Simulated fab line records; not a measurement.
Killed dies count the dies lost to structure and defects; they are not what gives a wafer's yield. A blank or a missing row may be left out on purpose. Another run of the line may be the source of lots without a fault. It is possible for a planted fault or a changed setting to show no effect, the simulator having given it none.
fab line records ; flow sky130
record: lots: 6; wafers: 18; last_day: 52
route steps=708 shown SONOS_TUNNEL@156 SONOS_ONO@168 PAD_OPEN@708
lots with no fault: from the same line, run without faults
start_h: the number of hours between the record's first day and the start of the first shown wafer of the lot ; wait_h: hours since the lot's step before ; " same as the row above ; L1.1+2: several wafers, shown together as one row ; - no value, or no start was given ; * or withheld: withheld ; < > ~ a bound
route shown NAME@n: names a module that has steps shown in the file, with the first one's number in the route ; usual: average and standard deviation across the fault-free wafers ; same: alike in all rows ; chamber/n: place in a boat ; sites: each site's reading ; _std_site: the values' standard deviation ; _edge_site: inner sites' mean taken away from outer sites' mean ; radius_mm: for every site, how far away it sits from the centre of the wafer ; mask NAME#n: copy n ; behind: the tool/chamber that last shaped the wafer ; hold: reason for holding the lot/hours on hold/outcome of the hold ; device: the transistor (n, p or np) that didn't switch ; end of line: the tests these same wafers got at the end of their route ; where a step has no rows: the recipe by itself ; killed: dies that structure and defects cost at the first sort, which is not the same as the wafer's yield ; map: a wafer's dies, x killed, . not, _ none there
set.NAME: setting as actually run; set.NAME@STEP: the setting as run at that earlier step ; model.NAME: the simulator's own value behind a step, which no gauge read
certain route steps with their lots: each step a table, each wafer a row
services: from which hour (start_h, from the record's first day; less than 0 if before it) a tool's chamber was out of use, for how many hours, and why
== steps ==
step: SKY_SONOS_TUNNEL_COAT_02
recipe: resist: NOVOLAK; spin_rpm: 3000; resist_thk_nm: 1140
step: SKY_SONOS_TUNNEL_SOFTBAKE_03
recipe: temp_c: 90; time_s: 60; resist: NOVOLAK
step: SKY_SONOS_TUNNEL_EXPOSE_04
recipe: mask_id: TUNM; na: 0.6; source_shape: conventional; sigma_outer: 0.6; polarization: unpolarized; target_cd_nm: 410; dose_mj: 136
step: SKY_SONOS_TUNNEL_PEB_05
recipe: temp_c: withheld; time_s: *; resist: NOVOLAK
step: SKY_SONOS_TUNNEL_DEVELOP_06
recipe: resist: NOVOLAK; developer: TMAH; develop_time_s: 60; dev_temp_c: 23
step: SKY_SONOS_TUNNEL_CD_MEAS_07
recipe: target_cd_nm: 410
usual: cd_nm: 409.4/2.1
lot.wafer;tool;chamber;start_h;wait_h;cd_nm
L289.4;cd_sem-01;-;201.32;0.1;406.8
L289.5;cd_sem-01;-;201.32;0.1;407.0
L289.6;cd_sem-01;-;201.32;0.1;406.7
L291.2;cd_sem-02;-;212.33;0.1;407.1
L291.4;cd_sem-02;-;212.33;0.1;407.8
L291.5;cd_sem-02;-;212.33;0.1;406.5
L305.2;cd_sem-02;-;303.43;0.1;408.0
L305.3;cd_sem-02;-;303.43;0.1;409.9
L305.4;cd_sem-02;-;303.43;0.1;410.1
L306.2;cd_sem-01;-;305.63;0.1;410.8
L306.4;cd_sem-01;-;305.63;0.1;410.0
L306.5;cd_sem-01;-;305.63;0.1;415.3
L309.1;cd_sem-02;-;520.46;0.1;410.6
L309.5;cd_sem-02;-;520.46;0.1;413.7
L309.6;cd_sem-02;-;520.46;0.1;410.1
L311.1;cd_sem-02;-;521.24;0.1;412.8
L311.3;cd_sem-02;-;521.24;0.1;411.2
L311.5;cd_sem-02;-;521.24;0.1;411.4
step: SKY_SONOS_TUNNEL_OVL_MEAS_08
usual: SONOS_TUNNEL_OVL: -0.1/1.6
lot.wafer;tool;chamber;start_h;wait_h;SONOS_TUNNEL_OVL[nm]
L289.4;overlay-02;-;201.40;0.1;1.5
L289.5;overlay-02;-;201.40;0.1;0.2
L289.6;overlay-02;-;201.40;0.1;-0.8
L291.2;overlay-02;-;212.43;0.1;-2.3
L291.4;overlay-02;-;212.43;0.1;-4.2
L291.5;overlay-02;-;212.43;0.1;-0.8
L305.2;overlay-02;-;303.54;0.1;-2.4
L305.3;overlay-02;-;303.54;0.1;-1.7
L305.4;overlay-02;-;303.54;0.1;-1.7
L306.2;overlay-01;-;305.73;0.1;3.3
L306.4;overlay-01;-;305.73;0.1;2.5
L306.5;overlay-01;-;305.73;0.1;3.8
L309.1;overlay-01;-;520.58;0.1;1.0
L309.5;overlay-01;-;520.58;0.1;-0.2
L309.6;overlay-01;-;520.58;0.1;0.5
L311.1;overlay-01;-;521.36;0.1;0.7
L311.3;overlay-01;-;521.36;0.1;-2.1
L311.5;overlay-01;-;521.36;0.1;0.8
step: SKY_SONOS_TUNNEL_IMPLANT_09
recipe: species: B; energy_kev: 20; dose_cm2: 1e+12; tilt_deg: withheld
step: SKY_SONOS_TUNNEL_WET_ETCH_10
recipe: chemistry: dHF; target_depth_nm: 14; target: SiO2; dilution: 100:1; temp_c: 25; time_s: 280
step: SKY_SONOS_TUNNEL_STRIP_11
recipe: chemistry: SPM; time_s: 600; temp_c: 130
step: SKY_SONOS_TUNNEL_TW_MEAS_12
usual: SONOS_TUNNEL_TW: 197.1/1.9
lot.wafer;tool;chamber;start_h;wait_h;SONOS_TUNNEL_TW
L289.4;film_metro-03;-;201.86;0.0;200.2
L289.5;film_metro-03;-;201.86;0.0;198.8
L289.6;film_metro-03;-;201.86;0.0;200.2
L291.2;film_metro-03;-;212.90;0.0;200.0
L291.4;film_metro-03;-;212.90;0.0;199.4
L291.5;film_metro-03;-;212.90;0.0;200.0
L305.2;film_metro-02;-;303.99;0.0;196.2
L305.3;film_metro-02;-;303.99;0.0;197.2
L305.4;film_metro-02;-;303.99;0.0;196.4
L306.2;film_metro-03;-;306.20;0.0;199.7
L306.4;film_metro-03;-;306.20;0.0;199.2
L306.5;film_metro-03;-;306.20;0.0;198.4
L309.1;film_metro-04;-;521.11;0.0;195.8
L309.5;film_metro-04;-;521.11;0.0;195.0
L309.6;film_metro-04;-;521.11;0.0;196.1
L311.1;film_metro-02;-;521.82;0.0;195.5
L311.3;film_metro-02;-;521.82;0.0;195.8
L311.5;film_metro-02;-;521.82;0.0;196.2
step: SKY_SONOS_TUNNEL_CLEAN_13
recipe: chemistry: dHF; time_s: 20; dilution: 100:1; dry: ipa_marangoni
step: SKY_SONOS_ONO_OXIDATION_00
recipe: temp_c: 800; ambient: O2; idle_temp_c: 700; ramp_up_c_per_min: 10; ramp_down_c_per_min: 3; stabilise_s: 600; purge_s: 300; target_thk_a: 26; ox_time_s: 1249
usual: ox_temp_c: 800.0/0.34; tube_center_temp_C: 800/0.072
lot.wafer;tool;chamber;start_h;wait_h;ox_temp_c;tube_center_temp_C;model.SiO2_of_SONOS_ONO_OXIDATION_00.thk_nm
L289.4;furnace-01;0;201.91;0.0;800.1;800;2.592
L289.5;furnace-01;0;201.91;0.0;800.1;799.92;2.558
L289.6;furnace-01;0;201.91;0.0;800.0;800.07;2.566
L291.2;furnace-01;0;218.75;5.8;800.4;799.98;2.562
L291.4;furnace-01;0;218.75;5.8;800.4;799.88;2.588
L291.5;furnace-01;0;218.75;5.8;800.3;800.03;2.55
L305.2;furnace-01;0;304.06;0.0;800.5;799.91;2.973
L305.3;furnace-01;0;304.06;0.0;800.3;800.03;2.95
L305.4;furnace-01;0;304.06;0.0;800.2;799.89;2.988
L306.2;furnace-01;0;309.23;3.0;799.8;800.07;2.993
L306.4;furnace-01;0;309.23;3.0;800.2;799.99;2.963
L306.5;furnace-01;0;309.23;3.0;799.3;800;2.989
L309.1;furnace-02;0;521.18;0.0;799.9;799.88;2.606
L309.5;furnace-02;0;521.18;0.0;800.0;800.03;2.625
L309.6;furnace-02;0;521.18;0.0;800.0;799.95;2.612
L311.1;furnace-02;0;522.53;0.6;799.9;799.95;2.553
L311.3;furnace-02;0;522.53;0.6;799.6;800;2.591
L311.5;furnace-02;0;522.53;0.6;799.8;800.08;2.59
step: SKY_SONOS_ONO_THK_MEAS_01
recipe: reads: SiO2_of_SONOS_ONO_OXIDATION_00
usual: SONOS_ONO_OXIDATION_THK: 2.59/0.057
lot.wafer;tool;chamber;start_h;wait_h;SONOS_ONO_OXIDATION_THK[nm]
L289.4;film_metro-03;-;203.28;0.0;2.57
L289.5;film_metro-03;-;203.28;0.0;2.54
L289.6;film_metro-03;-;203.28;0.0;2.55
L291.2;film_metro-03;-;220.10;0.0;2.55
L291.4;film_metro-03;-;220.10;0.0;2.59
L291.5;film_metro-03;-;220.10;0.0;2.53
L305.2;film_metro-04;-;305.41;0.0;2.94
L305.3;film_metro-04;-;305.41;0.0;2.94
L305.4;film_metro-04;-;305.41;0.0;2.98
L306.2;film_metro-01;-;310.59;0.0;2.95
L306.4;film_metro-01;-;310.59;0.0;2.95
L306.5;film_metro-01;-;310.59;0.0;3.00
L309.1;film_metro-04;-;522.53;0.0;2.61
L309.5;film_metro-04;-;522.53;0.0;2.66
L309.6;film_metro-04;-;522.53;0.0;2.66
L311.1;film_metro-03;-;523.88;0.0;2.54
L311.3;film_metro-03;-;523.88;0.0;2.60
L311.5;film_metro-03;-;523.88;0.0;2.59
step: SKY_SONOS_ONO_CVD_02
recipe: material: Si3N4; precursor: DCS/NH3; target_thk_nm: 10.5; temp_c: 770; time_s: 180; pressure_mtorr: 250
step: SKY_PAD_OPEN_PROBE_99
usual: killed_at_M0_to_M3: 43/7; killed_at_M4_up: 2.7/1.6; killed_at_contacts: 24/5.3; killed_at_front_end: 16/4.6; killed_at_other: 0.3/0.53; killed_dies: 86/9.3; killed_open: 47/6.9; killed_short: 38/6.1
same: gross_dies: 492; killed_at_back_side: 0
lot.wafer;tool;chamber;start_h;wait_h;killed_at_M0_to_M3;killed_at_M4_up;killed_at_contacts;killed_at_front_end;killed_at_other;killed_dies;killed_open;killed_short;model.etest.sonos_erased.drive_ua_um;model.etest.cap_ono.gate_log10_a_cm2;model.etest.sonos_erased.vt_v;model.etest.cap_ono.tox_acc_nm;model.etest.sonos_programmed.vt_v;model.etest.sonos_baked.vt_less_v
L289.4;prober-02;-;1041.27;0.2;41;0;30;14;0;85;50;35;170.9;-7.795;-2.27;12.83;1.532;-0.5257
L289.5;prober-02;-;1041.32;0.2;52;1;24;22;1;100;50;50;188.3;-7.904;-2.293;12.85;1.485;-0.5592
L289.6;prober-02;-;1041.37;0.2;42;3;23;18;1;87;49;38;175;-7.744;-2.27;12.84;1.539;-0.5709
L291.2;prober-01;-;1042.06;0.1;53;5;23;16;1;98;68;30;198.3;-8.19;-2.233;13.09;1.352;-0.5182
L291.4;prober-01;-;1042.16;0.2;38;1;24;23;0;86;51;35;177.9;-8.415;-2.145;13.21;1.269;-0.4414
L291.5;prober-01;-;1042.21;0.2;42;1;30;28;0;101;55;45;167.3;-8.239;-2.207;13.05;1.312;-0.4546
L305.2;prober-01;-;1113.51;0.1;40;5;26;17;0;88;52;36;150.8;-8.559;-1.845;13.34;1.31;-0.3922
L305.3;prober-01;-;1113.56;0.2;38;2;15;19;0;74;44;29;128.2;-8.62;-1.809;13.38;1.273;-0.3372
L305.4;prober-01;-;1113.61;0.2;42;6;11;20;0;79;44;34;135.8;-8.731;-1.735;13.54;1.154;-0.3255
L306.2;prober-02;-;1116.76;0.1;51;3;26;17;0;97;57;39;160.1;-8.36;-1.951;13.13;1.362;-0.4083
L306.4;prober-02;-;1116.86;0.2;54;3;21;18;0;96;45;51;150.1;-8.208;-1.975;13.09;1.431;-0.4408
L306.5;prober-02;-;1116.91;0.2;36;1;32;20;0;89;55;34;159.2;-8.359;-1.925;13.26;1.315;-0.3711
L309.1;prober-01;-;1239.01;0.1;48;5;21;17;1;92;50;40;207.4;-8.193;-2.249;13.05;1.337;-0.465
L309.5;prober-01;-;1239.21;0.2;38;3;19;27;1;88;51;37;204.2;-8.12;-2.248;13.02;1.391;-0.4817
L309.6;prober-01;-;1239.26;0.2;54;0;15;15;1;85;46;37;182;-8.113;-2.22;13.06;1.36;-0.4499
L311.1;prober-02;-;1242.12;0.1;52;4;28;21;0;105;50;55;214.7;-7.973;-2.31;12.96;1.439;-0.4799
L311.3;prober-02;-;1242.22;0.2;36;4;25;15;0;80;43;35;173.2;-8.111;-2.239;12.98;1.408;-0.5217
L311.5;prober-02;-;1242.32;0.2;41;1;28;9;0;79;45;34;197.9;-8.12;-2.236;13.04;1.384;-0.4517
killed by level:class
L289.4 LI_CONTACT:geometric_particle:open=10 VIA2:geometric_particle:open=10 CONTACT:geometric_particle:open=8 CONTACT:geometric_particle:short=7 METAL1:geometric_particle:short=6 VIA1:geometric_particle:open=6 FIELD_ISO:geometric_particle:open=5 METAL3:geometric_particle:short=4
L289.5 VIA2:geometric_particle:open=12 FIELD_ISO:geometric_particle:short=8 VIA1:geometric_particle:open=8 LI_CONTACT:geometric_particle:open=7 VIA3:geometric_particle:open=6 LOCAL_INTERCONNECT:geometric_particle:short=6 METAL1:geometric_particle:short=6 CONTACT:geometric_particle:short=5
L289.6 LI_CONTACT:geometric_particle:open=10 VIA1:geometric_particle:open=8 POLY_GATE:geometric_particle:short=7 VIA2:geometric_particle:open=7 VIA3:geometric_particle:open=7 CONTACT:geometric_particle:open=6 VIA3:geometric_particle:short=6 METAL1:geometric_particle:short=4
L291.2 VIA1:geometric_particle:open=16 VIA2:geometric_particle:open=12 LI_CONTACT:geometric_particle:open=9 FIELD_ISO:geometric_particle:open=8 CONTACT:geometric_particle:open=7 METAL2:geometric_particle:short=5 VIA3:geometric_particle:open=4 METAL1:geometric_particle:short=4
L291.4 VIA1:geometric_particle:open=11 CONTACT:geometric_particle:open=9 POLY_GATE:geometric_particle:short=9 POLY_GATE:geometric_particle:open=7 VIA2:geometric_particle:open=7 METAL3:geometric_particle:short=4 LI_CONTACT:geometric_particle:open=4 CONTACT:geometric_particle:short=4
L291.5 FIELD_ISO:geometric_particle:short=11 CONTACT:geometric_particle:open=11 VIA1:geometric_particle:open=11 LI_CONTACT:geometric_particle:open=9 FIELD_ISO:geometric_particle:open=8 VIA1:geometric_particle:short=6 METAL2:geometric_particle:short=5 VIA3:geometric_particle:open=5
L305.2 CONTACT:geometric_particle:open=10 VIA1:geometric_particle:open=9 FIELD_ISO:geometric_particle:open=8 VIA3:geometric_particle:open=7 LI_CONTACT:geometric_particle:open=6 CONTACT:geometric_particle:short=6 VIA2:geometric_particle:open=6 METAL2:geometric_particle:short=6
L305.3 LI_CONTACT:geometric_particle:open=7 VIA1:geometric_particle:open=7 VIA2:geometric_particle:open=7 FIELD_ISO:geometric_particle:open=6 METAL2:geometric_particle:short=6 POLY_GATE:geometric_particle:open=5 VIA1:geometric_particle:short=5 VIA3:geometric_particle:open=5
L305.4 VIA1:geometric_particle:open=17 VIA2:geometric_particle:open=7 METAL2:geometric_particle:short=6 FIELD_ISO:geometric_particle:open=4 FIELD_ISO:geometric_particle:short=4 VIA3:geometric_particle:open=4 CONTACT:geometric_particle:open=4 VIA1:geometric_particle:short=4
L306.2 VIA1:geometric_particle:open=15 CONTACT:geometric_particle:open=13 VIA2:geometric_particle:open=8 LI_CONTACT:geometric_particle:open=6 METAL1:geometric_particle:short=6 VIA1:geometric_particle:short=6 FIELD_ISO:geometric_particle:short=4 POLY_GATE:geometric_particle:open=4
L306.4 VIA1:geometric_particle:short=12 VIA1:geometric_particle:open=10 VIA2:geometric_particle:open=10 FIELD_ISO:geometric_particle:short=8 LOCAL_INTERCONNECT:geometric_particle:short=5 VIA3:geometric_particle:open=5 LI_CONTACT:geometric_particle:open=4 CONTACT:geometric_particle:short=4
L306.5 CONTACT:geometric_particle:open=13 VIA1:geometric_particle:open=13 LI_CONTACT:geometric_particle:open=10 POLY_GATE:geometric_particle:short=5 LOCAL_INTERCONNECT:geometric_particle:short=5 POLY_GATE:geometric_particle:open=4 VIA2:geometric_particle:open=4 METAL1:geometric_particle:short=3
L309.1 VIA1:geometric_particle:open=11 VIA1:geometric_particle:short=9 FIELD_ISO:geometric_particle:open=8 LI_CONTACT:geometric_particle:open=8 VIA2:geometric_particle:open=8 METAL1:geometric_particle:short=5 CONTACT:geometric_particle:short=5 VIA3:geometric_particle:open=5
L309.5 VIA1:geometric_particle:open=11 CONTACT:geometric_particle:open=10 METAL1:geometric_particle:short=9 VIA2:geometric_particle:open=8 FIELD_ISO:geometric_particle:short=6 POLY_GATE:geometric_particle:open=6 FIELD_ISO:geometric_particle:open=5 POLY_GATE:geometric_particle:short=5
L309.6 VIA2:geometric_particle:open=10 VIA3:geometric_particle:open=10 METAL2:geometric_particle:short=8 CONTACT:geometric_particle:open=7 VIA2:geometric_particle:short=6 METAL1:geometric_particle:short=5 VIA1:geometric_particle:open=5 FIELD_ISO:geometric_particle:open=4
L311.1 LI_CONTACT:geometric_particle:open=12 METAL1:geometric_particle:short=10 VIA3:geometric_particle:open=10 FIELD_ISO:geometric_particle:open=6 POLY_GATE:geometric_particle:short=6 POLY_GATE:geometric_particle:open=5 CONTACT:geometric_particle:open=5 METAL2:geometric_particle:short=5
L311.3 VIA1:geometric_particle:open=8 LI_CONTACT:geometric_particle:open=7 CONTACT:geometric_particle:open=6 LI_CONTACT:geometric_particle:short=5 VIA2:geometric_particle:short=5 VIA2:geometric_particle:open=5 FIELD_ISO:geometric_particle:open=4 LOCAL_INTERCONNECT:geometric_particle:short=4
L311.5 CONTACT:geometric_particle:open=10 VIA1:geometric_particle:open=8 METAL1:geometric_particle:short=7 VIA3:geometric_particle:open=7 LI_CONTACT:geometric_particle:open=5 LOCAL_INTERCONNECT:geometric_particle:short=5 LI_CONTACT:geometric_particle:short=4 VIA2:geometric_particle:open=4
== services ==
tool;chamber;start_h;hours;kind
furnace-02;-;260.69;4.1;pm
furnace-01;-;264.98;3.3;pm
furnace-02;-;267.75;2.7;pm
furnace-01;-;286.87;4.0;pm
furnace-01;-;295.03;1.1;pm
furnace-02;-;356.63;15.3;pm
furnace-01;-;406.71;4.4;pm
furnace-02;-;512.24;4.9;pm
== key ==
first_sign: step: SKY_SONOS_ONO_THK_MEAS_01; reading: SONOS_ONO_OXIDATION_THK; direction: up; sigmas: 6.4; usual: 2.59; struck: 2.96
effect none on later readings
model_effect: step: SKY_SONOS_ONO_OXIDATION_00; value: SiO2_of_SONOS_ONO_OXIDATION_00.thk_nm; without: 2.595; struck: 2.976
model_effect: step: SKY_PAD_OPEN_PROBE_99; value: etest.sonos_erased.drive_ua_um; without: 189; struck: 147.4
met_at SKY_SONOS_ONO_OXIDATION_00
struck_wafers L305.2,L305.3,L305.4,L306.2,L306.4,L306.5
tester_left_out L305,L306
onset_between 218.75 304.06
fault: kind: process_parameter_drift; tool: furnace-01; chamber: -; onset_h: 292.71; steps: SKY_SONOS_ONO_OXIDATION_00; channel: ox_time_s; offset: *; shape: step; end_h: 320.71; acts_in: *; stated: *
tester_left_out: of these lots the tester's yield and bins aren't shown, on N5 and GAA mostly nor the transistor test; their killed dies are dies lost to structure and defects alone, not to doping, threshold or leakage, so they don't give the yield
